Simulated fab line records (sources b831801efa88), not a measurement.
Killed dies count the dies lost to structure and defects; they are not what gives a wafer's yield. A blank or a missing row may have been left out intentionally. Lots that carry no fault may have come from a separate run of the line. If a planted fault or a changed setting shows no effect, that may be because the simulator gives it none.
One fault seen from 2 desks	flow gf180mcu	each desk has only its own numbers; what lay behind them comes last

== FOR THE TOOL OWNER'S DESK: implanter-03 ==
For each lot that ran on this tool, the mean over its sampled wafers that have a number, from the tool's own readings at GF_VT_IMPLANT_IMPLANT_19. Any lot whose mean is over 4 standard deviations away from the usual mean is out of limits and marked OUT; that distance is given in the brackets.
Columns: A = beamEnergyKeV at GF_VT_IMPLANT_IMPLANT_19, usual 100.00; B = doseIonsCm2 at GF_VT_IMPLANT_IMPLANT_19, usual 4.35e+12
lot	first seen here	A	B
L612	day 8 10:41	97.72 (-74) OUT	4.35e+12
L616	day 9 09:08	97.74 (-73) OUT	4.35e+12
L625	day 11 18:57	100.00	4.35e+12
This desk's verdict: out of limits on L612, L616, starting with L612 at day 8 10:41 (beamEnergyKeV at GF_VT_IMPLANT_IMPLANT_19). L625 stayed within limits.

== AT THE METROLOGY DESK ==
What the gauges read, lot by lot, whatever tool the lot ran on: means of the sampled wafers that have a number. Any lot whose mean is over 4 standard deviations away from the usual mean is out of limits and marked OUT; that distance is given in the brackets.
Columns: A = VT_IMPLANT_OVL at GF_VT_IMPLANT_OVL_MEAS_07, usual 0.4 nm; B = VT_IMPLANT_TW at GF_VT_IMPLANT_TW_MEAS_10, usual 562; C = VT_IMPLANT_01_OVL at GF_VT_IMPLANT_OVL_MEAS_18, usual 0.0 nm
lot	first seen here	A	B	C
L612	day 7 18:20	-0.4	559	-1.0
L616	day 8 16:10	0.4	563	-2.0
L621	day 10 00:31	0.4	561	0.9
L624	day 10 17:52	-1.6	556	1.7
L625	day 11 00:08	0.8	572	-0.4
L627	day 11 11:17	-0.1	567	-1.2
Result from this desk: across the 6 lots, nothing is out of limits.

== TAKEN TOGETHER ==
An alarm could have come from the tool owner's desk at day 8 10:41, on L612, L616.
Nothing out of limits was seen by the metrology desk.
The metrology desk has L612, L616 on record, within its limits.
On implanter-03, each named lot ran GF_VT_IMPLANT_IMPLANT_19.

== WHAT THE SIMULATOR HAD PUT IN ==
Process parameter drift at GF_VT_IMPLANT_IMPLANT_19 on implanter-03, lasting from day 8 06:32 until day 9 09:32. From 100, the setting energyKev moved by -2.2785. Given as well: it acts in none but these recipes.
Shown lots that were struck: L612, L616.
Delay in hours, fault start to first out-of-limits reading, by desk: the tool owner's desk at 4.
